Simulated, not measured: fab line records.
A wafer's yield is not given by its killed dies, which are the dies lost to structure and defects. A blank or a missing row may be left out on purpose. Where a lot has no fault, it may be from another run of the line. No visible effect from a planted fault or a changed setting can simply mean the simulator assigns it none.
fab line records -- flow sky130
[record] lots = 13, wafers = 39, lastDay = 51
route steps=708 shown METAL3@564 VIA3@584 METAL4@601 PAD_OPEN@708
lots untouched by any fault: they come from a run of this same line in which no faults occurred
startH: the number of hours between the record's first day and the start of the first shown wafer of the lot -- waitH: how many hours have passed since the lot's step before this one -- " the same as in the row above -- L1.1+2: several wafers, shown together as one row -- - value missing, or start not given -- * or withheld: withheld -- < > ~ a bound
route shown NAME@n: names a module that has steps shown in the file, with the first one's number in the route -- usual: mean/standard deviation taken from wafers without a fault -- same: alike in all rows -- chamber/n: place in a boat -- sites: each site's reading -- _std_site: standard deviation of those values -- _edge_site: the outer-site mean with the inner-site mean subtracted -- radiusMm: how far each site lies from the wafer's centre -- mask NAME#n: copy n -- behind: the last tool/chamber to shape the wafer -- hold: cause of the lot's hold/its duration in hours/its outcome -- device: which transistor (n, p or np) failed to switch -- end of line: the tests these same wafers got at the end of their route -- where a step has no rows: the recipe by itself -- killed: the dies lost at the first sort to structure and to defects; this is not the yield of the wafer -- map: per-die view of a wafer (x killed, . not killed, _ where there is no die)
set.NAME: the setting the step ran with; set.NAME@STEP: the setting that earlier step ran with -- model.NAME: the simulator's own value behind a step, which no gauge read
the route's steps for a sample of lots (tables are steps, rows are wafers)
services: from which hour (startH, from the record's first day; less than 0 if before it) a tool's chamber was out of use, for how many hours, and why
[[steps]]
[step SKY_METAL3_OVL_MEAS_14]
[usual] METAL3_OVL = 2/5
lot.wafer,tool,chamber,startH,waitH,METAL3_OVL[nm]
L798.2,overlay-01,-,925.24,0.1,2
L798.4,overlay-01,-,925.24,0.1,1
L798.5,overlay-01,-,925.24,0.1,1
L800.1,overlay-01,-,935.17,0.1,4
L800.4,overlay-01,-,935.17,0.1,7
L800.6,overlay-01,-,935.17,0.1,14
L801.1,overlay-01,-,949.07,0.1,-2
L801.2,overlay-01,-,949.07,0.1,4
L801.6,overlay-01,-,949.07,0.1,3
L802.1,overlay-02,-,955.74,0.1,2
L802.4,overlay-02,-,955.74,0.1,3
L802.6,overlay-02,-,955.74,0.1,10
L803.4,overlay-02,-,958.94,0.1,-2
L803.5,overlay-02,-,958.94,0.1,6
L803.6,overlay-02,-,958.94,0.1,-2
L805.3,overlay-01,-,977.93,0.1,1
L805.4,overlay-01,-,977.93,0.1,0
L805.6,overlay-01,-,977.93,0.1,-5
L811.1,overlay-02,-,1013.72,0.1,-3
L811.2,overlay-02,-,1013.72,0.1,-10
L811.5,overlay-02,-,1013.72,0.1,-4
L812.3,overlay-02,-,1024.38,0.1,-3
L812.5,overlay-02,-,1024.38,0.1,6
L812.6,overlay-02,-,1024.38,0.1,4
L813.2,overlay-01,-,1029.63,0.1,9
L813.3,overlay-01,-,1029.63,0.1,10
L813.6,overlay-01,-,1029.63,0.1,8
L814.2,overlay-01,-,1040.72,0.1,7
L814.4,overlay-01,-,1040.72,0.1,-1
L814.5,overlay-01,-,1040.72,0.1,-2
L815.1,overlay-01,-,1046.22,0.1,-3
L815.2,overlay-01,-,1046.22,0.1,-3
L815.5,overlay-01,-,1046.22,0.1,-4
L817.1,overlay-01,-,1051.12,0.1,7
L817.3,overlay-01,-,1051.12,0.1,4
L817.6,overlay-01,-,1051.12,0.1,-1
L820.3,overlay-02,-,1068.49,0.1,4
L820.5,overlay-02,-,1068.49,0.1,10
L820.6,overlay-02,-,1068.49,0.1,11
[step SKY_VIA3_DEVELOP_11]
[recipe] developTimeS = 60, resist = KrF-thick, devTempC = 21
[usual] developerTempC = 20.98/0.1
lot.wafer,tool,chamber,startH,waitH,developerTempC
L798.2,lithoTrack-04,0,951,-,21.05
L798.4,lithoTrack-04,0,951,-,21.02
L798.5,lithoTrack-04,0,951,-,20.98
L800.1,lithoTrack-02,0,961,-,20.82
L800.4,lithoTrack-02,0,961,-,20.92
L800.6,lithoTrack-02,0,961,-,20.89
L801.1,lithoTrack-04,0,975,-,21.00
L801.2,lithoTrack-04,0,975,-,21.08
L801.6,lithoTrack-04,0,975,-,20.85
L802.1,lithoTrack-04,0,981,-,21.11
L802.4,lithoTrack-04,0,981,-,21.06
L802.6,lithoTrack-04,0,981,-,21.09
L803.4,lithoTrack-03,0,984,-,21.06
L803.5,lithoTrack-03,0,984,-,21.06
L803.6,lithoTrack-03,0,984,-,20.90
L805.3,lithoTrack-04,0,1003,-,21.00
L805.4,lithoTrack-04,0,1003,-,21.00
L805.6,lithoTrack-04,0,1003,-,21.05
L811.1,lithoTrack-03,0,1039,-,20.97
L811.2,lithoTrack-03,0,1039,-,21.01
L811.5,lithoTrack-03,0,1039,-,21.05
L812.3,lithoTrack-03,0,1048,-,20.31
L812.5,lithoTrack-03,0,1048,-,20.27
L812.6,lithoTrack-03,0,1048,-,20.14
L813.2,lithoTrack-04,0,1053,-,20.95
L813.3,lithoTrack-04,0,1053,-,20.96
L813.6,lithoTrack-04,0,1053,-,20.89
L814.2,lithoTrack-03,0,1064,-,20.00
L814.4,lithoTrack-03,0,1064,-,20.09
L814.5,lithoTrack-03,0,1064,-,20.06
L815.1,lithoTrack-02,0,1070,-,20.93
L815.2,lithoTrack-02,0,1070,-,20.96
L815.5,lithoTrack-02,0,1070,-,21.07
L817.1,lithoTrack-02,0,1074,-,21.12
L817.3,lithoTrack-02,0,1074,-,21.01
L817.6,lithoTrack-02,0,1074,-,21.10
L820.3,lithoTrack-02,0,1091,-,20.95
L820.5,lithoTrack-02,0,1091,-,20.82
L820.6,lithoTrack-02,0,1091,-,21.16
[step SKY_VIA3_CVD_21]
[recipe] material = W, targetThkNm = 390, timeS = 117.31, tempC = 400, pressureTorr = 40
[usual] chamberPressureTorr = 40.01/0.087, heaterPowerW = 795/130
lot.wafer,tool,chamber,startH,waitH,chamberPressureTorr,heaterPowerW
L798.2,cvdW-01,1,952.64,0.0,40.07,858
L798.4,cvdW-01,0,952.64,0.0,39.79,600
L798.5,cvdW-01,1,952.64,0.0,40.06,867
L800.1,cvdW-02,0,962.57,0.0,40.00,866
L800.4,cvdW-02,1,962.57,0.0,39.98,892
L800.6,cvdW-02,0,962.57,0.0,40.03,881
L801.1,cvdW-02,0,976.78,0.0,39.97,866
L801.2,cvdW-02,1,976.78,0.0,40.04,884
L801.6,cvdW-02,0,976.78,0.0,40.06,884
L802.1,cvdW-02,1,983.18,0.0,39.90,904
L802.4,cvdW-02,0,983.18,0.0,39.87,857
L802.6,cvdW-02,0,983.18,0.0,39.97,890
L803.4,cvdW-01,1,985.75,0.0,39.96,824
L803.5,cvdW-01,0,985.75,0.0,39.96,602
L803.6,cvdW-01,1,985.75,0.0,39.95,861
L805.3,cvdW-01,0,1005.33,0.1,40.02,625
L805.4,cvdW-01,1,1005.33,0.1,39.94,865
L805.6,cvdW-01,1,1005.33,0.1,40.02,848
L811.1,cvdW-02,0,1040.52,0.0,39.98,868
L811.2,cvdW-02,1,1040.52,0.0,39.95,898
L811.5,cvdW-02,1,1040.52,0.0,39.91,902
L812.3,cvdW-01,0,1049.92,0.1,39.99,600
L812.5,cvdW-01,1,1049.92,0.1,39.94,884
L812.6,cvdW-01,0,1049.92,0.1,40.05,603
L813.2,cvdW-01,1,1054.81,0.0,39.93,881
L813.3,cvdW-01,0,1054.81,0.0,40.07,605
L813.6,cvdW-01,0,1054.81,0.0,40.06,595
L814.2,cvdW-02,0,1065.57,0.0,40.01,898
L814.4,cvdW-02,1,1065.57,0.0,39.87,892
L814.5,cvdW-02,0,1065.57,0.0,40.01,875
L815.1,cvdW-01,1,1071.54,0.0,39.95,857
L815.2,cvdW-01,0,1071.54,0.0,39.96,590
L815.5,cvdW-01,0,1071.54,0.0,40.03,592
L817.1,cvdW-01,0,1075.96,0.0,40.21,621
L817.3,cvdW-01,1,1075.96,0.0,40.02,864
L817.6,cvdW-01,1,1075.96,0.0,39.89,871
L820.3,cvdW-01,1,1092.32,0.1,39.96,876
L820.5,cvdW-01,0,1092.32,0.1,39.92,575
L820.6,cvdW-01,1,1092.32,0.1,40.06,862
[step SKY_METAL4_SPUTTER_03]
[recipe] material = Ti, targetThkNm = 5, powerW = 3000, timeS = 3.3, chamberPressurePa = 0.4
[usual] chamberPressurePa = 0.4000/0.00088, throttleValvePct = 29.6/1
lot.wafer,tool,chamber,startH,waitH,chamberPressurePa,throttleValvePct
L798.2,pvdSputter-04,-,953.47,0.0,0.3987,29.0
L798.4,pvdSputter-04,-,953.47,0.0,0.4001,29.1
L798.5,pvdSputter-04,-,953.47,0.0,0.4001,29.3
L800.1,pvdSputter-02,-,963.26,0.0,0.3998,29.5
L800.4,pvdSputter-02,-,963.26,0.0,0.3982,27.6
L800.6,pvdSputter-02,-,963.26,0.0,0.4008,28.6
L801.1,pvdSputter-02,-,977.47,0.0,0.4009,29.0
L801.2,pvdSputter-02,-,977.47,0.0,0.3990,27.9
L801.6,pvdSputter-02,-,977.47,0.0,0.4000,27.7
L802.1,pvdSputter-02,-,983.87,0.0,0.3991,30.6
L802.4,pvdSputter-02,-,983.87,0.0,0.3991,27.9
L802.6,pvdSputter-02,-,983.87,0.0,0.3996,30.4
L803.4,pvdSputter-04,-,986.40,0.0,0.3999,29.4
L803.5,pvdSputter-04,-,986.40,0.0,0.4002,29.0
L803.6,pvdSputter-04,-,986.40,0.0,0.3987,30.1
L805.3,pvdSputter-02,-,1005.98,0.0,0.3987,28.9
L805.4,pvdSputter-02,-,1005.98,0.0,0.4002,27.8
L805.6,pvdSputter-02,-,1005.98,0.0,0.3993,29.0
L811.1,pvdSputter-01,-,1041.31,0.0,0.4011,29.7
L811.2,pvdSputter-01,-,1041.31,0.0,0.3992,29.3
L811.5,pvdSputter-01,-,1041.31,0.0,0.3997,32.1
L812.3,pvdSputter-04,-,1050.57,0.0,0.4000,29.1
L812.5,pvdSputter-04,-,1050.57,0.0,0.4007,29.2
L812.6,pvdSputter-04,-,1050.57,0.0,0.4006,30.3
L813.2,pvdSputter-02,-,1055.50,0.0,0.3995,27.8
L813.3,pvdSputter-02,-,1055.50,0.0,0.3996,29.6
L813.6,pvdSputter-02,-,1055.50,0.0,0.3985,28.9
L814.2,pvdSputter-01,-,1066.26,0.0,0.4011,29.8
L814.4,pvdSputter-01,-,1066.26,0.0,0.4003,30.8
L814.5,pvdSputter-01,-,1066.26,0.0,0.4012,30.5
L815.1,pvdSputter-04,-,1072.23,0.0,0.3991,29.1
L815.2,pvdSputter-04,-,1072.23,0.0,0.4007,30.2
L815.5,pvdSputter-04,-,1072.23,0.0,0.3995,30.4
L817.1,pvdSputter-02,-,1076.65,0.0,0.4012,29.7
L817.3,pvdSputter-02,-,1076.65,0.0,0.4003,27.6
L817.6,pvdSputter-02,-,1076.65,0.0,0.4011,30.4
L820.3,pvdSputter-01,-,1092.97,0.0,0.4004,31.8
L820.5,pvdSputter-01,-,1092.97,0.0,0.4009,30.5
L820.6,pvdSputter-01,-,1092.97,0.0,0.3990,30.0
[step SKY_PAD_OPEN_PROBE_99]
[usual] defectLimitedYield = 82.8/2.1, killed_at_M0_to_M3 = 43/7.3, killed_at_M4_up = 3.4/2.1, killedAtContacts = 24/5.9, killedAtFrontEnd = 14/4, killedAtOther = 0.3/0.54, killedDies = 85/10, killedOnRim = 17/3.7, killedOpen = 46/7.7, killedShort = 38/6, sort_bin_3_pad_short = 0.8/0.48, sort_bin_5_function = 10.2/1.7, sort_bin_6_memory = 6.2/1.1, sortNPass = 407/10, sortYieldPct = 82.8/2.1
[same] grossDies = 492, killedAtBackSide = 0, sort_bin_4_leakage[%] = 0, sort_bin_8_speed[%] = 0
lot.wafer,tool,chamber,startH,waitH,defectLimitedYield[%],killed_at_M0_to_M3,killed_at_M4_up,killedAtContacts,killedAtFrontEnd,killedAtOther,killedDies,killedOnRim,killedOpen,killedShort,sort_bin_3_pad_short[%],sort_bin_5_function[%],sort_bin_6_memory[%],sortNPass,sortYieldPct[%]
L798.2,prober-02,-,1100.21,0.1,82.9,42,4,27,11,0,84,14,49,35,0.2,9.8,7.1,408,82.9
L798.4,prober-02,-,1100.31,0.2,85.2,48,5,12,8,0,73,13,31,42,1.8,6.7,6.3,419,85.2
L798.5,prober-02,-,1100.36,0.2,82.9,41,3,25,14,1,84,10,45,39,0.6,10.6,5.9,408,82.9
L800.1,prober-01,-,1106.29,0.1,85.2,38,9,15,11,0,73,15,43,30,0.4,8.5,5.9,419,85.2
L800.4,prober-01,-,1106.44,0.2,81.5,52,2,22,15,0,91,17,48,43,1.0,11.4,6.1,401,81.5
L800.6,prober-01,-,1106.54,0.2,87.2,29,2,20,11,1,63,8,33,30,0.4,7.7,4.7,429,87.2
L801.1,prober-01,-,1119.74,0.1,80.9,47,0,26,19,2,94,18,57,37,0.6,11.2,7.3,398,80.9
L801.2,prober-01,-,1119.79,0.1,82.7,41,2,28,14,0,85,14,48,37,0.8,9.8,6.7,407,82.7
L801.6,prober-01,-,1119.99,0.2,79.7,48,7,34,11,0,100,22,45,55,1.6,10.4,8.3,392,79.7
L802.1,prober-02,-,1127.34,0.1,80.5,46,4,29,17,0,96,19,47,49,1.6,11.4,6.5,396,80.5
L802.4,prober-02,-,1127.49,0.2,81.1,55,4,23,11,0,93,17,60,33,0.4,13.2,5.3,399,81.1
L802.6,prober-02,-,1127.59,0.2,82.7,45,3,23,14,0,85,20,48,37,0.4,11.8,5.1,407,82.7
L803.4,prober-01,-,1128.37,0.2,84.1,41,8,18,11,0,78,18,51,27,0.4,8.3,7.1,414,84.1
L803.5,prober-01,-,1128.42,0.2,85.8,35,2,17,16,0,70,11,38,32,0.4,8.1,5.7,422,85.8
L803.6,prober-01,-,1128.47,0.2,82.7,51,4,22,8,0,85,15,51,34,0.6,8.9,7.7,407,82.7
L805.3,prober-01,-,1144.42,0.2,83.1,42,2,27,12,0,83,14,50,33,0.4,9.3,7.1,409,83.1
L805.4,prober-01,-,1144.47,0.2,81.7,55,1,20,14,0,90,13,49,41,0.8,11.8,5.7,402,81.7
L805.6,prober-01,-,1144.57,0.2,85.2,36,4,15,18,0,73,12,38,35,1.2,8.3,5.3,419,85.2
L811.1,prober-01,-,1171.59,0.1,80.3,49,5,33,9,1,97,15,55,42,1.0,12.2,6.5,395,80.3
L811.2,prober-01,-,1171.64,0.1,86.2,37,4,18,9,0,68,11,41,27,1.0,9.1,3.7,424,86.2
L811.5,prober-01,-,1171.79,0.2,83.9,42,2,21,12,2,79,15,46,33,0.6,9.3,6.1,413,83.9
L812.3,prober-02,-,1178.92,0.2,78.3,58,2,32,14,1,107,23,71,35,0.8,12.6,8.3,385,78.3
L812.5,prober-02,-,1179.02,0.2,82.1,39,6,27,15,1,88,18,51,36,0.2,11.4,6.3,404,82.1
L812.6,prober-02,-,1179.07,0.2,81.1,60,5,19,9,0,93,18,53,40,1.0,10.8,7.1,399,81.1
L813.2,prober-01,-,1183.99,0.1,78.9,52,7,23,22,0,104,25,54,49,0,13.4,7.7,388,78.9
L813.3,prober-01,-,1184.04,0.2,83.3,44,3,19,16,0,82,14,36,45,1.4,10.2,5.1,410,83.3
L813.6,prober-01,-,1184.19,0.2,80.9,41,5,34,14,0,94,13,53,41,0.8,12.6,5.7,398,80.9
L814.2,prober-02,-,1192.47,0.1,82.7,40,3,24,18,0,85,16,44,40,0,9.6,7.7,407,82.7
L814.4,prober-02,-,1192.57,0.2,85.2,43,4,16,10,0,73,13,30,42,0.4,8.9,5.5,419,85.2
L814.5,prober-02,-,1192.62,0.2,80.1,56,4,20,18,0,98,15,46,51,1.0,10.8,8.1,394,80.1
L815.1,prober-01,-,1196.65,0.1,82.1,49,3,28,7,1,88,17,50,37,1.0,9.8,7.1,404,82.1
L815.2,prober-01,-,1196.70,0.1,83.3,31,2,34,15,0,82,11,49,33,0.6,10.0,6.1,410,83.3
L815.5,prober-01,-,1196.85,0.2,80.7,40,3,37,14,1,95,18,56,39,1.0,11.6,6.7,397,80.7
L817.1,prober-01,-,1200.59,0.1,80.3,50,4,28,15,0,97,16,44,53,1.0,12.2,6.5,395,80.3
L817.3,prober-01,-,1200.69,0.2,81.5,39,1,35,16,0,91,16,60,31,0.8,11.0,6.7,401,81.5
L817.6,prober-01,-,1200.84,0.2,82.5,46,0,26,13,1,86,17,54,31,1.0,10.2,6.3,406,82.5
L820.3,prober-02,-,1213.73,0.2,77.6,57,10,27,16,0,110,21,63,47,0.8,15.7,5.9,382,77.6
L820.5,prober-02,-,1213.83,0.2,82.3,50,5,20,12,0,87,17,43,44,0.8,11.6,5.3,405,82.3
L820.6,prober-02,-,1213.88,0.2,85.2,34,3,18,17,1,73,15,34,39,0.4,11.0,3.5,419,85.2
// killed by level:class
L798.2 VIA1:geometricParticle:open=11 VIA2:geometricParticle:open=8 VIA3:geometricParticle:open=8 CONTACT:geometricParticle:open=7 LI_CONTACT:geometricParticle:open=6 CONTACT:geometricParticle:short=6 METAL1:geometricParticle:short=5 LOCAL_INTERCONNECT:geometricParticle:short=4
L798.4 VIA1:geometricParticle:open=11 METAL1:geometricParticle:short=10 VIA3:geometricParticle:open=5 VIA1:geometricParticle:short=5 LI_CONTACT:geometricParticle:short=4 LI_CONTACT:geometricParticle:open=4 METAL2:geometricParticle:short=4 VIA2:geometricParticle:short=4
L798.5 CONTACT:geometricParticle:open=10 CONTACT:geometricParticle:short=7 METAL2:geometricParticle:short=7 VIA3:geometricParticle:open=6 VIA1:geometricParticle:open=5 VIA1:geometricParticle:short=5 VIA3:geometricParticle:short=5 POLY_GATE:geometricParticle:short=4
L800.1 VIA1:geometricParticle:open=10 VIA3:geometricParticle:open=8 METAL4:geometricParticle:short=7 LI_CONTACT:geometricParticle:open=6 FIELD_ISO:geometricParticle:open=5 METAL2:geometricParticle:short=5 CONTACT:geometricParticle:open=4 POLY_GATE:geometricParticle:open=3
L800.4 VIA1:geometricParticle:open=10 METAL1:geometricParticle:short=9 VIA3:geometricParticle:open=9 CONTACT:geometricParticle:short=8 CONTACT:geometricParticle:open=6 VIA1:geometricParticle:short=5 POLY_GATE:geometricParticle:short=4 VIA2:geometricParticle:open=4
L800.6 VIA3:geometricParticle:open=7 CONTACT:geometricParticle:open=7 VIA1:geometricParticle:open=7 POLY_GATE:geometricParticle:short=6 CONTACT:geometricParticle:short=5 LOCAL_INTERCONNECT:geometricParticle:short=4 VIA1:geometricParticle:short=4 METAL2:geometricParticle:short=3
L801.1 METAL1:geometricParticle:short=11 CONTACT:geometricParticle:open=10 LI_CONTACT:geometricParticle:open=10 POLY_GATE:geometricParticle:open=8 VIA3:geometricParticle:open=8 VIA1:geometricParticle:open=8 VIA2:geometricParticle:open=7 VIA1:geometricParticle:short=4
L801.2 VIA1:geometricParticle:open=15 LI_CONTACT:geometricParticle:open=9 VIA2:geometricParticle:open=8 CONTACT:geometricParticle:open=7 CONTACT:geometricParticle:short=5 METAL2:geometricParticle:short=5 VIA1:geometricParticle:short=4 POLY_GATE:geometricParticle:short=4
L801.6 CONTACT:geometricParticle:open=13 METAL1:geometricParticle:short=9 CONTACT:geometricParticle:short=7 LI_CONTACT:geometricParticle:open=6 VIA1:geometricParticle:short=6 VIA1:geometricParticle:open=6 METAL4:geometricParticle:short=6 VIA3:geometricParticle:short=5
L802.1 VIA1:geometricParticle:open=14 VIA2:geometricParticle:open=10 LOCAL_INTERCONNECT:geometricParticle:short=7 CONTACT:geometricParticle:short=7 CONTACT:geometricParticle:open=7 LI_CONTACT:geometricParticle:open=5 METAL2:geometricParticle:short=5 VIA2:geometricParticle:short=5
L802.4 CONTACT:geometricParticle:open=13 VIA1:geometricParticle:open=11 VIA3:geometricParticle:open=10 VIA1:geometricParticle:short=6 VIA2:geometricParticle:open=6 LI_CONTACT:geometricParticle:open=5 METAL1:geometricParticle:short=5 METAL3:geometricParticle:short=5
L802.6 METAL1:geometricParticle:short=12 VIA1:geometricParticle:open=10 CONTACT:geometricParticle:open=10 LI_CONTACT:geometricParticle:open=7 VIA3:geometricParticle:open=7 METAL2:geometricParticle:short=6 FIELD_ISO:geometricParticle:short=5 FIELD_ISO:geometricParticle:open=4
L803.4 VIA1:geometricParticle:open=12 VIA3:geometricParticle:open=10 LI_CONTACT:geometricParticle:open=9 METAL4:geometricParticle:short=6 METAL2:geometricParticle:short=5 FIELD_ISO:geometricParticle:open=4 FIELD_ISO:geometricParticle:short=3 POLY_GATE:geometricParticle:open=3
L803.5 VIA3:geometricParticle:open=7 VIA2:geometricParticle:open=7 FIELD_ISO:geometricParticle:open=6 CONTACT:geometricParticle:open=5 VIA1:geometricParticle:short=5 POLY_GATE:geometricParticle:short=4 LI_CONTACT:geometricParticle:open=4 LI_CONTACT:geometricParticle:short=3
L803.6 VIA1:geometricParticle:open=13 CONTACT:geometricParticle:open=8 VIA3:geometricParticle:open=7 VIA2:geometricParticle:open=6 METAL2:geometricParticle:short=6 VIA3:geometricParticle:short=6 CONTACT:geometricParticle:short=5 METAL1:geometricParticle:open=4
L805.3 LI_CONTACT:geometricParticle:open=11 VIA1:geometricParticle:open=11 CONTACT:geometricParticle:open=7 POLY_GATE:geometricParticle:open=6 METAL1:geometricParticle:short=6 VIA2:geometricParticle:open=5 METAL2:geometricParticle:short=4 VIA2:geometricParticle:short=4
L805.4 VIA1:geometricParticle:open=14 CONTACT:geometricParticle:open=10 METAL1:geometricParticle:short=7 FIELD_ISO:geometricParticle:open=6 VIA1:geometricParticle:short=6 VIA2:geometricParticle:open=6 FIELD_ISO:geometricParticle:short=5 VIA3:geometricParticle:short=5
L805.6 VIA1:geometricParticle:open=12 VIA2:geometricParticle:open=7 POLY_GATE:geometricParticle:short=6 CONTACT:geometricParticle:open=6 CONTACT:geometricParticle:short=5 FIELD_ISO:geometricParticle:open=3 VIA1:geometricParticle:short=3 METAL2:geometricParticle:short=3
L811.1 CONTACT:geometricParticle:open=13 VIA1:geometricParticle:open=12 LI_CONTACT:geometricParticle:open=9 VIA2:geometricParticle:open=8 METAL2:geometricParticle:short=7 METAL1:geometricParticle:short=6 CONTACT:geometricParticle:short=5 FIELD_ISO:geometricParticle:short=4
L811.2 VIA1:geometricParticle:open=11 VIA2:geometricParticle:open=9 VIA3:geometricParticle:open=6 CONTACT:geometricParticle:open=6 LI_CONTACT:geometricParticle:open=5 CONTACT:geometricParticle:short=5 METAL1:geometricParticle:short=5 POLY_GATE:geometricParticle:open=4
L811.5 VIA1:geometricParticle:open=11 VIA2:geometricParticle:open=11 CONTACT:geometricParticle:open=9 LI_CONTACT:geometricParticle:open=6 LOCAL_INTERCONNECT:geometricParticle:short=6 VIA1:geometricParticle:short=6 POLY_GATE:geometricParticle:short=5 METAL2:geometricParticle:short=4
L812.3 VIA1:geometricParticle:open=19 CONTACT:geometricParticle:open=16 VIA3:geometricParticle:open=9 LI_CONTACT:geometricParticle:open=9 VIA2:geometricParticle:open=8 METAL1:geometricParticle:short=6 METAL2:geometricParticle:short=5 CONTACT:geometricParticle:short=4
L812.5 CONTACT:geometricParticle:open=9 LI_CONTACT:geometricParticle:open=7 VIA2:geometricParticle:open=6 VIA2:geometricParticle:short=6 POLY_GATE:geometricParticle:open=5 CONTACT:geometricParticle:short=5 VIA1:geometricParticle:open=5 FIELD_ISO:geometricParticle:open=4
L812.6 VIA1:geometricParticle:open=16 CONTACT:geometricParticle:open=8 METAL1:geometricParticle:short=7 VIA2:geometricParticle:open=7 VIA3:geometricParticle:open=7 LI_CONTACT:geometricParticle:open=6 VIA1:geometricParticle:short=6 METAL2:geometricParticle:short=5
L813.2 METAL2:geometricParticle:short=10 VIA3:geometricParticle:open=9 FIELD_ISO:geometricParticle:short=8 LI_CONTACT:geometricParticle:open=7 CONTACT:geometricParticle:open=7 VIA1:geometricParticle:open=6 VIA1:geometricParticle:short=5 METAL2:geometricParticle:open=5
L813.3 VIA1:geometricParticle:open=12 CONTACT:geometricParticle:short=6 CONTACT:geometricParticle:open=6 METAL1:geometricParticle:short=6 METAL3:geometricParticle:short=5 FIELD_ISO:geometricParticle:open=4 METAL2:geometricParticle:short=4 POLY_GATE:geometricParticle:short=4
L813.6 VIA1:geometricParticle:open=13 CONTACT:geometricParticle:open=12 CONTACT:geometricParticle:short=9 LI_CONTACT:geometricParticle:open=6 METAL1:geometricParticle:short=6 VIA3:geometricParticle:open=6 METAL4:geometricParticle:short=5 FIELD_ISO:geometricParticle:open=4
L814.2 VIA2:geometricParticle:open=8 LI_CONTACT:geometricParticle:open=7 CONTACT:geometricParticle:open=7 VIA3:geometricParticle:open=7 FIELD_ISO:geometricParticle:short=6 METAL1:geometricParticle:short=6 VIA1:geometricParticle:open=6 POLY_GATE:geometricParticle:short=4
L814.4 VIA2:geometricParticle:open=8 CONTACT:geometricParticle:short=6 METAL1:geometricParticle:short=6 VIA1:geometricParticle:open=6 FIELD_ISO:geometricParticle:short=5 VIA3:geometricParticle:open=5 VIA1:geometricParticle:short=5 CONTACT:geometricParticle:open=4
L814.5 VIA1:geometricParticle:short=10 VIA2:geometricParticle:open=10 VIA1:geometricParticle:open=9 METAL1:geometricParticle:short=8 LOCAL_INTERCONNECT:geometricParticle:short=6 CONTACT:geometricParticle:open=6 VIA3:geometricParticle:open=6 FIELD_ISO:geometricParticle:open=5
L815.1 VIA1:geometricParticle:open=15 CONTACT:geometricParticle:open=15 VIA2:geometricParticle:open=7 VIA3:geometricParticle:open=7 METAL1:geometricParticle:short=5 POLY_GATE:geometricParticle:short=4 LI_CONTACT:geometricParticle:open=4 LOCAL_INTERCONNECT:geometricParticle:short=4
L815.2 CONTACT:geometricParticle:open=14 VIA1:geometricParticle:open=8 CONTACT:geometricParticle:short=7 LI_CONTACT:geometricParticle:open=6 VIA3:geometricParticle:open=6 POLY_GATE:geometricParticle:open=5 LOCAL_INTERCONNECT:geometricParticle:short=5 METAL2:geometricParticle:short=4
L815.5 CONTACT:geometricParticle:open=14 LI_CONTACT:geometricParticle:open=13 VIA1:geometricParticle:open=9 METAL1:geometricParticle:short=7 VIA2:geometricParticle:open=5 FIELD_ISO:geometricParticle:short=4 LOCAL_INTERCONNECT:geometricParticle:short=4 METAL2:geometricParticle:short=4
L817.1 VIA3:geometricParticle:open=9 METAL2:geometricParticle:short=8 VIA2:geometricParticle:open=7 LI_CONTACT:geometricParticle:short=6 CONTACT:geometricParticle:short=6 CONTACT:geometricParticle:open=6 VIA1:geometricParticle:open=6 FIELD_ISO:geometricParticle:short=5
L817.3 LI_CONTACT:geometricParticle:open=13 VIA1:geometricParticle:open=13 CONTACT:geometricParticle:open=11 FIELD_ISO:geometricParticle:open=5 VIA1:geometricParticle:short=5 VIA2:geometricParticle:open=5 VIA3:geometricParticle:open=5 FIELD_ISO:geometricParticle:short=4
L817.6 VIA1:geometricParticle:open=15 CONTACT:geometricParticle:open=10 VIA3:geometricParticle:open=10 VIA2:geometricParticle:open=7 LI_CONTACT:geometricParticle:open=6 CONTACT:geometricParticle:short=6 LOCAL_INTERCONNECT:geometricParticle:short=3 METAL1:geometricParticle:short=3
L820.3 CONTACT:geometricParticle:open=15 VIA2:geometricParticle:open=11 VIA1:geometricParticle:open=10 METAL1:geometricParticle:short=9 METAL4:geometricParticle:short=8 VIA3:geometricParticle:open=7 POLY_GATE:geometricParticle:short=5 VIA1:geometricParticle:short=5
L820.5 METAL1:geometricParticle:short=9 VIA1:geometricParticle:open=8 LI_CONTACT:geometricParticle:open=7 METAL2:geometricParticle:short=7 VIA3:geometricParticle:open=7 CONTACT:geometricParticle:open=5 VIA2:geometricParticle:open=4 METAL3:geometricParticle:short=4
L820.6 VIA1:geometricParticle:open=9 CONTACT:geometricParticle:open=8 FIELD_ISO:geometricParticle:short=6 METAL1:geometricParticle:short=6 VIA2:geometricParticle:short=5 POLY_GATE:geometricParticle:open=4 CONTACT:geometricParticle:short=4 VIA3:geometricParticle:open=4
[[services]]
tool,chamber,startH,hours,kind
pvdSputter-02,-,969.60,1.2,repair
cvdW-01,-,999.35,0.7,repair
pvdSputter-02,-,1010.82,1.4,repair
pvdSputter-04,-,1025.43,6.6,repair
pvdSputter-04,-,1034.96,6.0,repair
lithoTrack-04,-,1078.23,-,consumableReplace:filter
[[key]]
[firstSign] step = SKY_VIA3_DEVELOP_11, reading = developerTempC, direction = down, sigmas = 8.4, usual = *, struck = *
effect none on later readings
metAt SKY_VIA3_DEVELOP_11
struckLots L812,L814
[loopTrim] step = SKY_VIA3_EXPOSE_09, setting = dose, lots = L814
notActingAt SKY_METAL3_OVL_MEAS_14,SKY_VIA3_CVD_21,SKY_METAL4_SPUTTER_03
onsetBetween 1039 1048
[fault] kind = processParameterDrift, tool = lithoTrack-03, chamber = -, onsetH = 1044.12, steps = SKY_VIA3_DEVELOP_11, channel = devTempC, offset = *, shape = step, endH = 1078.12, actsIn = *, stated = *
// loopTrim: a control loop set the setting to another value than it would have without faults
